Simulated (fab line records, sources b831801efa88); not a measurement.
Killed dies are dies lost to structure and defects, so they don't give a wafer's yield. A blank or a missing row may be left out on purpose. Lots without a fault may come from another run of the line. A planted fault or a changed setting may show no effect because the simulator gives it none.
Which tool did it? | flow gf180mcu | 12 lots, 36 wafers sampled, at 1 step of a route of 602

WHAT THE GAUGES READ, wafer by wafer
GF_DUAL_GATE_THK_MEAS_03.
lot  | measured     | on            | DUAL_GATE_OXIDATION_00_THK (nm)
L075 | day 8 00:54  | film_metro-04 | 10.80 10.78 10.79
L077 | day 8 13:12  | film_metro-03 | 10.90 11.05 10.96
L079 | day 9 02:53  | film_metro-03 | 11.30 11.10 11.11
L081 | day 9 21:46  | film_metro-03 | 11.06 10.96 11.12
L083 | day 10 04:45 | film_metro-02 | 10.90 11.08 10.81
L085 | day 10 17:12 | film_metro-02 | 11.13 11.20 11.08
L087 | day 11 06:25 | film_metro-04 | 11.30 11.38 11.53
L089 | day 11 19:21 | film_metro-03 | 10.99 10.84 10.72
L091 | day 12 10:22 | film_metro-04 | 11.15 11.09 11.11
L093 | day 12 20:17 | film_metro-02 | 11.18 11.08 11.03
L095 | day 13 10:40 | film_metro-04 | 10.93 10.96 10.88
L097 | day 14 02:40 | film_metro-04 | 10.76 10.87 10.82

WHICH TOOL RAN EACH LOT (tool, then ch and the chambers of the sampled wafers, then the start)
The record holds no process step before these readings.

THE ANSWER, worked out from the rows above alone
Rule: what is usual is taken from the lots themselves. Put in order of their means at a reading, lots are off if they are a third of the lots or fewer, leave a main group of 4 or more, and stand apart from it by a gap of 3 or more times the standard deviation of the main group's means; of several such gaps the widest counts. A main group whose means are all the same, to the digits that the tables above print for the reading, isn't used. A lot without any number at a reading at which 4 lots or more have one is off too. The other lots that the step has rows for count as sound.
No lot is off at any reading shown: from this, nothing can be told.

WHAT THE SIMULATOR HAD PUT IN
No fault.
